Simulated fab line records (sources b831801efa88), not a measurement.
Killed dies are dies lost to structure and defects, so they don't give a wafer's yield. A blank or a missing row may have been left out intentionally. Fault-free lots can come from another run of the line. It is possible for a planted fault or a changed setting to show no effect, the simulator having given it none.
Matching of chambers / flow gf180mcu / pecvd-01 running GF_PASSIVATION_CVD_00: 3 sister chambers
The step deposits SiO2 from TEOS, target thk 1000 nm, time 111.95 s. 3 wafers are shown with their chamber, then 7 later ones without.

## WAFERS, EACH WITH ITS CHAMBER
wafer=L754.5; chamber=2; heater-power-w (W)=709
wafer=L755.1; chamber=1; heater-power-w (W)=557
wafer=L755.4; chamber=0; heater-power-w (W)=573

## WAFERS MISSING THEIR CHAMBER
wafer=L755.6; heater-power-w (W)=543
wafer=L761.4; heater-power-w (W)=667
wafer=L761.5; heater-power-w (W)=567
wafer=L761.6; heater-power-w (W)=521
wafer=L765.2; heater-power-w (W)=486
wafer=L765.4; heater-power-w (W)=564
wafer=L765.6; heater-power-w (W)=571

## EACH ONE'S CHAMBER
wafer=L755.6; from the rows above=can't be placed: 1 or 0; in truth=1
wafer=L761.4; from the rows above=can't be placed: 2 or 0 or 1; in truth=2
wafer=L761.5; from the rows above=can't be placed: 0 or 1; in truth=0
wafer=L761.6; from the rows above=can't be placed: 1 or 0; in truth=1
wafer=L765.2; from the rows above=can't be placed: 1 or 0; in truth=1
wafer=L765.4; from the rows above=can't be placed: 1 or 0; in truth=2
wafer=L765.6; from the rows above=can't be placed: 0 or 1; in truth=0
Correct placement for 0 of the 7. From these rows, 7 cannot be placed; in 6 the true chamber is one of the candidates. Number placed wrongly: 0.
How it was worked out, from the rows above alone: a wafer's distance from a chamber is the root of the sum, over the readings, of the square of ((its reading less the chamber's mean) divided by the reading's scatter). If the next closest chamber is less than 2 further off than the closest, the wafer can't be placed; otherwise it belongs to the closest. A chamber's mean is the mean of its shown wafers. The scatter: with one shown wafer a chamber, the root of the mean of the squares of how far each hidden wafer lies from its nearest shown one.
